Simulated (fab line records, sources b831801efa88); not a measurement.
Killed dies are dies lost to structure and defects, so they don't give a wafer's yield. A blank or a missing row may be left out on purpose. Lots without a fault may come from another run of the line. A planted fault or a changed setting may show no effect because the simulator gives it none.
fab line records | flow sky130
record lots=14 wafers=42 last_day=50
route steps=708 shown FIELD_ISO@13 DNWELL@43 NWELL@78 VT_ADJUST_HVTP@92
lots that met no fault: from a run of the same line without faults
start_h: hours from the record's first day to the start of the lot's first wafer shown | wait_h: hours since the lot's step before | " the same as in the row above | L1.1+2: a row that stands for several wafers | - no value, or no start given | * or withheld: withheld | < > ~ a bound
route shown NAME@n: a module of which the file shows steps, and the number in the route of the first | usual: mean/standard deviation of fault-free wafers | same: alike in all rows | chamber/n: place in a boat | sites: the reading at each site | _std_site: their standard deviation | _edge_site: outer sites' mean less inner sites' | radius_mm: how far each site lies from the wafer's centre | mask NAME#n: copy n | behind: the tool/chamber that last shaped the wafer | hold: why the lot was held/for how many hours/how that ended | device: the transistor (n, p or np) that didn't switch | end of line: the same wafers' tests at the end of the route | a step without rows: its recipe alone | killed: dies lost to structure and defects at the first sort, not the wafer's yield | map: a wafer's dies, x killed, . not, _ none there
set.NAME: the setting as run; set.NAME@STEP: as run at that earlier step | model.NAME: the simulator's own value behind a step, which no gauge read
steps of the route over a sample of lots; a table a step, a row a wafer
services: from which hour (start_h, from the record's first day; less than 0 if before it) a tool's chamber was out of use, for how many hours, and why
## steps
# step SKY_FIELD_ISO_DEVELOP_12
# recipe develop_time_s=60 resist=KrF-thick dev_temp_c=21
# usual chill_plate_temp_C=23.01/0.11 develop_time_s=60/0
# columns lot.wafer tool chamber start_h wait_h chill_plate_temp_C develop_time_s
L248.1 litho_track-01 0 28 - 23.02 60
L248.2 " 0 " " 23.11 60
L248.5 " 0 " " 23.17 60
L251.3 litho_track-01 0 47 - 23.25 60
L251.5 " 0 " " 23.07 60
L251.6 " 0 " " 23.09 60
L252.1 litho_track-04 0 55 - 23.04 60
L252.3 " 0 " " 23.07 60
L252.4 " 0 " " 23.11 60
L253.2 litho_track-04 0 55 - 22.93 60
L253.4 " 0 " " 22.85 60
L253.5 " 0 " " 22.90 60
L254.2 litho_track-03 0 61 - 22.92 60
L254.4 " 0 " " 22.91 60
L254.5 " 0 " " 22.95 60
L255.1 litho_track-04 0 65 - 23.14 60
L255.3 " 0 " " 23.08 60
L255.6 " 0 " " 23.15 60
L256.1 litho_track-04 0 70 - 23.16 60
L256.4 " 0 " " 23.15 60
L256.5 " 0 " " 22.95 60
L263.1 litho_track-04 - 104 - - -
L263.4 " - " " - -
L263.5 " - " " - -
L264.1 litho_track-04 - 113 - - -
L264.2 " - " " - -
L264.3 " - " " - -
L265.1 litho_track-03 0 118 - 23.21 60
L265.2 " 0 " " 22.97 60
L265.4 " 0 " " 23.10 60
L267.2 litho_track-01 0 127 - 22.98 60
L267.3 " 0 " " 22.84 60
L267.6 " 0 " " 23.02 60
L268.3 litho_track-04 0 133 - 22.98 60
L268.5 " 0 " " 22.97 60
L268.6 " 0 " " 22.76 60
L270.1 litho_track-04 0 143 - 22.95 60
L270.3 " 0 " " 22.76 60
L270.5 " 0 " " 23.03 60
L271.2 litho_track-04 0 149 - 23.03 60
L271.3 " 0 " " 22.93 60
L271.5 " 0 " " 22.94 60
# step SKY_DNWELL_STRIP_08
# recipe chemistry=O2/N2 power_w=1400 pressure_mtorr=1500 platen_temp_c=withheld o2_flow_sccm=3000 n2_flow_sccm=300 overash_fraction=0.5
# usual chamber_pressure_mTorr=1499.8/1.4 drypump_motor_current_A=5.8/0.39 o2_flow_sccm=3002/7.7 oes_product_au=0.722/0.0047 strip_time_to_endpoint_s=36.90/0.13
# columns lot.wafer tool chamber start_h wait_h chamber_pressure_mTorr drypump_motor_current_A o2_flow_sccm oes_product_au rf_hours_counter_h strip_time_to_endpoint_s
L248.1 plasma_asher-01 0 51.30 0.1 1500.1 5.7 3003 0.722 38 36.99
L248.2 " 1 " " 1499.5 6.2 3001 0.724 38 36.93
L248.5 " 1 " " 1499.0 6.2 3003 0.727 - 36.85
L251.3 plasma_asher-03 0 70.00 0.1 1499.6 5.0 3003 0.714 - 36.90
L251.5 " 1 " " 1502.6 5.9 3006 0.725 - 36.74
L251.6 " 0 " " 1497.6 5.0 3009 0.718 - 36.84
L253.2 plasma_asher-01 1 82.62 0.1 1501.1 6.1 3003 0.716 41 36.92
L253.4 " 1 " " 1501.8 6.2 3011 0.719 - 36.87
L253.5 " 1 " " 1499.6 6.2 2994 0.714 - 36.83
L252.1 plasma_asher-01 1 82.97 0.1 1499.5 6.1 3007 0.723 41 36.96
L252.3 " 1 " " 1501.3 6.2 3000 0.729 - 37.01
L252.4 " 0 " " 1496.9 5.7 3029 0.722 - 36.93
L254.2 plasma_asher-02 1 97.16 0.1 1500.2 5.4 2991 0.723 43 36.65
L254.4 " 1 " " 1500.1 5.5 3001 0.720 - 36.67
L254.5 " 0 " " 1499.5 6.3 3013 0.721 - 36.64
L255.1 plasma_asher-01 1 97.70 0.1 1498.9 6.2 2999 0.725 42 36.91
L255.3 " 1 " " 1498.8 6.2 3000 0.725 - 36.89
L255.6 " 1 " " 1500.0 6.2 3003 0.719 - 36.95
L256.1 plasma_asher-02 1 105.35 0.1 1501.0 5.4 3008 0.724 44 36.77
L256.4 " 1 " " 1501.4 5.4 3005 0.715 - 36.90
L256.5 " 0 " " 1498.5 6.2 3004 0.721 - 36.87
L265.1 plasma_asher-01 1 144.72 0.1 1500.8 6.2 2995 0.722 47 36.84
L265.2 " 0 " " 1498.6 5.7 3005 0.719 47 36.91
L265.4 " 0 " " 1500.0 5.7 2999 0.723 - 36.78
L267.2 plasma_asher-02 1 154.51 0.1 1500.3 5.4 2987 0.724 49 36.97
L267.3 " 1 " " 1499.8 5.4 3002 0.719 - 37.03
L267.6 " 1 " " 1497.8 5.4 3000 0.722 - 36.98
L268.3 plasma_asher-03 1 159.14 0.1 1500.8 5.8 3018 0.722 - 36.84
L268.5 " 1 " " 1498.8 5.8 3015 0.731 - 36.93
L268.6 " 0 " " 1499.7 5.0 3003 0.723 - 36.91
L270.1 plasma_asher-02 0 170.02 0.1 1498.9 6.2 3005 0.717 51 36.95
L270.3 " 1 " " 1500.2 5.4 2996 0.728 - 37.04
L270.5 " 1 " " 1500.8 5.4 2992 0.732 - 36.87
L271.2 plasma_asher-01 0 177.22 0.1 1500.3 5.7 3006 0.720 50 36.81
L271.3 " 0 " " 1498.9 5.7 3019 0.719 - 36.92
L271.5 " 0 " " 1500.1 5.7 3004 0.731 - 36.97
# step SKY_NWELL_STRIP_25
# recipe chemistry=O2/N2 power_w=1400 pressure_mtorr=1500 platen_temp_c=withheld o2_flow_sccm=3000 n2_flow_sccm=300 overash_fraction=0.5
# usual chamber_pressure_mTorr=1500/3.1 drypump_motor_current_A=5.8/0.33 o2_flow_sccm=3002/8.7 oes_product_au=0.723/0.0044 strip_time_to_endpoint_s=36.95/0.092
# columns lot.wafer tool chamber start_h wait_h chamber_pressure_mTorr drypump_motor_current_A o2_flow_sccm oes_product_au rf_hours_counter_h strip_time_to_endpoint_s
L248.1 plasma_asher-01 1 101.32 0.1 1498 6.1 2993 0.730 43 37.12
L248.2 " 0 " " 1500 5.7 3010 0.732 43 36.98
L248.5 " 0 " " 1500 5.7 3006 0.730 - 36.98
L251.3 plasma_asher-04 1 121.76 0.1 1501 5.4 3010 0.716 - 36.96
L251.5 " 0 " " 1500 5.8 3006 0.718 - 36.95
L251.6 " 1 " " 1497 5.3 2998 0.725 - 37.01
L253.2 plasma_asher-01 0 136.14 0.1 1500 5.7 2997 0.724 46 36.80
L253.4 " 0 " " 1500 5.7 3011 0.724 - 36.85
L253.5 " 0 " " 1500 5.7 2997 0.721 - 36.96
L252.1 plasma_asher-02 0 136.20 0.1 1500 6.2 2999 0.724 48 36.90
L252.3 " 0 " " 1498 6.2 2999 0.718 - 36.89
L252.4 " 1 " " 1502 5.4 2992 0.726 - 36.89
L254.2 plasma_asher-02 0 152.79 0.1 1501 6.2 2986 0.719 49 37.07
L254.4 " 1 " " 1501 5.4 3009 0.722 - 37.06
L254.5 " 1 " " 1501 5.4 3002 0.732 - 37.00
L255.1 plasma_asher-02 1 153.74 0.1 1499 5.5 2999 0.726 49 36.83
L255.3 " 0 " " 1502 6.3 3000 0.726 - 36.76
L255.6 " 1 " " 1499 5.5 3000 0.716 - 36.83
L256.1 plasma_asher-04 0 162.24 0.1 1500 5.8 2997 0.719 4 36.86
L256.4 " 0 " " 1502 5.8 3012 0.722 - 36.84
L256.5 " 1 " " 1500 5.3 3007 0.718 - 36.97
L265.1 plasma_asher-01 1 206.82 0.1 1502 6.2 2998 0.724 53 37.02
L265.2 " 0 " " 1500 5.7 3005 0.721 53 37.14
L265.4 " 0 " " 1501 5.7 2992 0.719 - 37.05
L267.2 plasma_asher-02 1 217.58 0.1 1502 5.4 3000 0.726 55 37.08
L267.3 " 0 " " 1496 6.2 2977 0.728 - 36.98
L267.6 " 0 " " 1534 6.2 2991 0.715 - 36.97
L268.3 plasma_asher-01 0 224.01 0.1 1503 5.7 2996 0.712 - 36.94
L268.5 " 1 " " 1499 6.2 3003 0.723 - 36.87
L268.6 " 0 " " 1501 5.7 3013 0.726 - 36.87
L270.1 plasma_asher-04 0 238.20 0.1 1499 5.8 2999 0.719 11 36.90
L270.3 " 1 " " 1499 5.3 3003 0.722 - 37.00
L270.5 " 1 " " 1501 5.3 2993 0.712 - 36.94
L271.2 plasma_asher-01 0 246.37 0.1 1500 5.7 2995 0.719 57 36.96
L271.3 " 1 " " 1501 6.2 2999 0.725 - 36.92
L271.5 " 0 " " 1501 5.7 3012 0.723 - 36.97
# step SKY_VT_ADJUST_HVTP_CD_MEAS_07
# recipe target_cd_nm=380
# usual cd_nm=380.0/3
# columns lot.wafer tool chamber start_h wait_h cd_nm
L248.1 cd_sem-02 - 119.04 0.1 380.9
L248.2 " - " " 378.9
L248.5 " - " " 379.8
L251.3 cd_sem-02 - 140.76 0.1 378.8
L251.5 " - " " 379.4
L251.6 " - " " 377.5
L253.2 cd_sem-01 - 155.93 0.1 376.6
L253.4 " - " " 378.6
L253.5 " - " " 378.5
L252.1 cd_sem-02 - 156.42 0.1 377.6
L252.3 " - " " 377.5
L252.4 " - " " 380.5
L254.2 cd_sem-02 - 173.19 0.1 377.6
L254.4 " - " " 380.8
L254.5 " - " " 379.7
L255.1 cd_sem-01 - 173.47 0.1 377.4
L255.3 " - " " 375.4
L255.6 " - " " 379.9
L256.1 cd_sem-02 - 183.26 0.1 382.2
L256.4 " - " " 381.1
L256.5 " - " " 383.9
L265.1 cd_sem-02 - 230.04 0.1 380.7
L265.2 " - " " 380.4
L265.4 " - " " 377.8
L267.2 cd_sem-02 - 241.81 0.1 383.4
L267.3 " - " " 384.9
L267.6 " - " " 382.9
L268.3 cd_sem-02 - 248.51 0.1 378.6
L268.5 " - " " 380.3
L268.6 " - " " 380.1
L270.1 cd_sem-01 - 262.76 0.1 378.3
L270.3 " - " " 377.7
L270.5 " - " " 380.2
L271.2 cd_sem-02 - 270.93 0.1 379.9
L271.3 " - " " 379.3
L271.5 " - " " 377.9
## services
# columns tool chamber start_h hours kind
plasma_asher-03 - 47.68 17.7 repair
plasma_asher-01 - 70.77 2.0 repair
plasma_asher-04 - 108.75 9.0 pm
plasma_asher-04 0 108.75 9.0 vent_cycle
plasma_asher-04 1 108.75 9.0 vent_cycle
plasma_asher-04 0 117.75 - clean
plasma_asher-04 1 117.75 - clean
plasma_asher-04 - 170.68 2.0 pm
## key
first_sign step=SKY_FIELD_ISO_DEVELOP_12 reading=tool_record direction=missing
effect none on later readings
met_at SKY_FIELD_ISO_DEVELOP_12
struck_lots L263,L264
later_rows_left_out L263.1,L263.4,L263.5,L264.1,L264.2,L264.3
sort_left_out L263.1,L263.4,L263.5,L264.1,L264.2,L264.3
tester_left_out L263,L264
not_acting_at SKY_DNWELL_STRIP_08,SKY_NWELL_STRIP_25,SKY_VT_ADJUST_HVTP_CD_MEAS_07
onset_between 70 104
fault kind=skipped_step_whole tool=litho_track-04 chamber=- onset_h=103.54 steps=SKY_FIELD_ISO_DEVELOP_12 scope=struck_lots_only
# tester_left_out: of these lots the tester's yield and bins aren't shown, on N5 and GAA mostly nor the transistor test; their killed dies are dies lost to structure and defects alone, not to doping, threshold or leakage, so they don't give the yield
# sort_left_out: the simulated sort isn't trusted on such a fault, so these wafers' sort isn't shown, and their yield isn't known
# later_rows_left_out: the simulator's readings of these wafers behind a module that went badly wrong aren't trusted and aren't shown, but for the sort
